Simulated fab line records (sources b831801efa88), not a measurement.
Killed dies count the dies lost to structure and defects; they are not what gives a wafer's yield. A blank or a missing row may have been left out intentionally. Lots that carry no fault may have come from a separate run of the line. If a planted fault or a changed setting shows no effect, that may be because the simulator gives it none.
Problem report, 8D (eight disciplines) form, completed by code ; flow sky130 ; the parts of the form that need people (team, actions taken, sign-off) are left out

1. THE PROBLEM
cdNm at SKY_LI_CONTACT_CD_MEAS_12 reads a mean of 141.8 nm on 6 wafers of 2 lots; wafers without a fault read 170.5 nm with a standard deviation of 1.8. That is -16 standard deviations from the usual mean.
The step: target cd 170 nm.
Earliest sighting: wafer L464.1 on cdSem-02 at day 35 01:19. The record holds 36 wafers of 12 lots with a number at this step. By rule, "out" or "out of limits" means more than 4 standard deviations away from the usual mean. Any other wafer with a number is counted as sound.

2. WHAT IT IS, WHAT IT ISN'T
question;is;is not
which readings at this step;cdNm;-
which lots;L464, L466;L446, L449, L452, L453, L455, L460, L461, L463, L467, L468
which wafers of those lots;all that have a number;-
read on which gauges;cdSem-01, cdSem-02;-
when;from day 35 01:19;"up to then (24 sound wafers); but 6 sound wafers of L467, L468 came after"

3. WHAT RULES OUT EACH SUSPECT
Counting: a tool at any process step up to the reading remains a suspect when it ran all the lots that are out and ran no sound lot after the first of those.
- ruled out: the gauge at SKY_LI_CONTACT_CD_MEAS_12. The wafers that are out were read on 2 gauges (cdSem-01, cdSem-02).
- krfScanner-01 at SKY_LI_CONTACT_EXPOSE_09 (exposes mask LICM1, target cd 170 nm): kept. Every lot that is out went through it, starting with L464 (day 34 13:46), and after that it ran no sound lot; the last sound lot it ran before then is L460 (day 33 15:28).
After counting, what remains is krfScanner-01 at SKY_LI_CONTACT_EXPOSE_09.

4. THE CAUSE (what the simulator had put in)
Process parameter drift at SKY_LI_CONTACT_EXPOSE_09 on krfScanner-01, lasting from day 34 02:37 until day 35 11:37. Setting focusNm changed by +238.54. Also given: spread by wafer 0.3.
The count eliminated every tool but this one.

5. THE EFFECT CHAIN, in route order
Rows list readings where the struck wafers' mean (over those with a number) sits beyond 3 standard deviations from the usual. Only readings for which the record gives a usual standard deviation are gone through. hours: the time from each lot's start at the first step in this table that gives one to its start at this step, as a median over the lots. sigmas: the change in usual standard deviations.
hours;step;reading;usual;on struck wafers;change;sigmas
0;SKY_LI_CONTACT_CD_MEAS_12;cdNm;170.5 nm;141.8;-28.7;-16
355;SKY_PAD_OPEN_PROBE_99;killedAtContacts;24;160;+136;+22
355;SKY_PAD_OPEN_PROBE_99;killedDies;86;222;+136;+14
355;SKY_PAD_OPEN_PROBE_99;killedOnRim;17;44;+26;+6.8
Its process steps:
- SKY_PAD_OPEN_PROBE_99

6. HOW IT WOULD HAVE BEEN CAUGHT EARLIER
Counted from the fault's start at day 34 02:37, it took 23 hours until the first out-of-limits reading at a measuring or inspecting step in this record, taken at day 35 01:19.
The start of SKY_LI_CONTACT_EXPOSE_09 on krfScanner-01 came by day 35 01:19 for every one of the lots that are out (2). Tool hold at that time: it would have spared none of them.
